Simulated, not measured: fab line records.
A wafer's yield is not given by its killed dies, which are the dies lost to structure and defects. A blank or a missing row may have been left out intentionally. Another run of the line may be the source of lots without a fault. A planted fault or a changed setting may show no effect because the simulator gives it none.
One fault through the eyes of 2 desks :: flow gf180mcu :: each desk holds nothing but its own numbers, with what lay behind them at the end

FROM THE METROLOGY DESK
Means of the sampled wafers that have a number, per lot and without regard to the tool the lot ran on: this is what the gauges read. The brackets show how far a lot's mean lies from the usual mean; more than 4 standard deviations puts the lot out of limits, marked OUT.
Columns: A = NWELL_TW at GF_NWELL_TW_MEAS_11, usual 1575; B = LVPWELL_OVL at GF_LVPWELL_OVL_MEAS_07, usual 0.1 nm
lot: L312
first seen here: day 4 15:56
A: 1565
B: -0.8

lot: L315
first seen here: day 5 08:32
A: 1559
B: 0.7

lot: L318
first seen here: day 6 00:16
A: 1591
B: -0.5

lot: L324
first seen here: day 7 10:19
A: 1589
B: -0.4

lot: L325
first seen here: day 7 14:05
A: 1590
B: -1.8

lot: L327
first seen here: day 8 02:38
A: 1589
B: 1.1
This desk found nothing out of limits on any of the 6 lots.

AT THE TOOL OWNER'S DESK: implanter-02
The tool's own readings at GF_LVPWELL_IMPLANT_09: means of the sampled wafers that have a number, for each lot that ran on this tool. The brackets show how far a lot's mean lies from the usual mean; more than 4 standard deviations puts the lot out of limits, marked OUT.
Columns: A = beam-energy-keV at GF_LVPWELL_IMPLANT_09, usual 60.000
lot: L312
first seen here: day 5 05:52
A: 60.006

lot: L315
first seen here: day 5 22:29
A: 56.193 (-99 or more) OUT

lot: L318
first seen here: day 6 15:26
A: 56.211 (-99 or more) OUT
This desk's verdict: out of limits on L315, L318, starting with L315 at day 5 22:29 (beam-energy-keV at GF_LVPWELL_IMPLANT_09). In limits: L312.

BROUGHT TOGETHER
On L315, L318, at day 5 22:29, an alarm was possible from the tool owner's desk.
Metrology desk: nothing out of limits seen.
The metrology desk has L315, L318 on record, within its limits.
All the named lots went through GF_LVPWELL_IMPLANT_09 on implanter-02.

WHAT THE SIMULATOR HAD INSERTED
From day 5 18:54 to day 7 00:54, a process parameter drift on implanter-02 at GF_LVPWELL_IMPLANT_09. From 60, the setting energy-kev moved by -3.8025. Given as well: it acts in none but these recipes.
Struck lots among those shown: L315, L318.
Delay in hours, fault start to first out-of-limits reading, by desk: the tool owner's desk at 4.
